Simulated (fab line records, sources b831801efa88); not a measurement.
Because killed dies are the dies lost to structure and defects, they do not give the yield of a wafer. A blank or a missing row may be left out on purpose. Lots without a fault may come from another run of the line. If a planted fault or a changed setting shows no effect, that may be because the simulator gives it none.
Struck lot and sound lot, side by side ; flow sky130 ; 15 steps out of a route of 708
Sound: these wafers, L519.3, L519.5, L519.6. Struck: wafers L538.1, L538.5, L538.6. At the end, the cause is stated.
Order at every step that has rows: each side's tool, ch and its chambers, its first start. Under that, the readings that differ: sound wafers ; struck wafers ; difference of the means ; sigmas: that difference in standard deviations of wafers without a fault.
alike: a reading whose means differ by less than 2 such deviations, as well as words and numbers matching on both sides. not compared: withheld readings; readings where some wafer has no value; bounds like >300 that might hide an equal value; numbers whose values overlap and for which the record gives no deviation.
Wherever a step has rows on one side only, a row that says differs or no value, or a row with sigmas, the two part there. Numbers that have no deviation but don't overlap get no sigmas and don't part them. A reading that every wafer of one side lacks parts them only if that side has two wafers or more.

SKY_PASSIVATION_CVD_02: deposits Si3N4, target thk 540 nm.
  sound on pecvd-01 ch 0,1,2, day 44 10:43; struck on pecvd-02 ch 1,2, day 48 22:47
  alike: heater power w
SKY_PASSIVATION_THK_MEAS_03:
  sound on film metro-02 at day 44 10:58; struck on film metro-04 at day 48 23:01
  alike: PASSIVATION_CVD_02_THK
then, 7 steps without rows for these wafers: SKY_PASSIVATION_DEHYDRATE_04 (time 60 s); SKY_PASSIVATION_HMDS_05 (prime time 60 s); SKY_PASSIVATION_COAT_06 (resist thk 3000 nm); SKY_PASSIVATION_SOFTBAKE_07; SKY_PASSIVATION_EXPOSE_08 (exposes mask NSM, target cd 3000 nm); SKY_PASSIVATION_PEB_09; SKY_PASSIVATION_DEVELOP_10 (develop time 60 s).
SKY_PASSIVATION_ETCH_11: etches the open film in CF4/O2, stops on AlCu, target depth 725 nm, time 161.1 s.
  sound on rie diel-01 ch 0,1,2, day 45 08:41; struck on rie diel-04 ch 0,1, day 49 16:31
  alike: drypump motor current A, oes product au, throttle valve pct
  not compared: rf hours counter h
SKY_PASSIVATION_STRIP_12: strips in O2/N2.
  sound on plasma asher-01 ch 0,1, day 45 08:50; struck on plasma asher-02 ch 0,1, day 49 16:38
  alike: drypump motor current A, oes product au, strip time to endpoint s
  not compared: rf hours counter h
then, 1 step without rows for these wafers: SKY_PAD_OPEN_DEHYDRATE_00 (time 60 s).
SKY_PAD_OPEN_HMDS_01: prime time 60 s.
  sound on litho track-02 ch 0, day 45 18:59; struck on litho track-01 ch 0, day 50 00:37
reading;sound;struck;difference;sigmas
prime temp c (C);120.00 119.68 119.94;118.32 118.17 118.27;-1.62;-14
then, 1 step without rows for these wafers: SKY_PAD_OPEN_COAT_02 (resist thk 3000 nm).
SKY_PAD_OPEN_PROBE_99:
  sound on prober-01 at day 46 08:32; struck on prober-01 at day 50 10:51
  alike: defect limited yield, killed_at_M0_to_M3, killed_at_M4_up, killed at contacts, killed at front end, killed at other, killed dies, killed open, killed short, sort_bin_3_pad_short, sort_bin_5_function, sort_bin_6_memory, sort n pass, sort yield pct

== WHERE THEY PART ==
At SKY_PAD_OPEN_HMDS_01 and nowhere else, as far as this record goes. Later steps at which nothing parts them and some readings are alike: SKY_PAD_OPEN_PROBE_99.

WHY: whatever the simulator had introduced
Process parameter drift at SKY_PAD_OPEN_HMDS_01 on litho track-01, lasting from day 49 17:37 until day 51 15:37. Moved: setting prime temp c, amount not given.
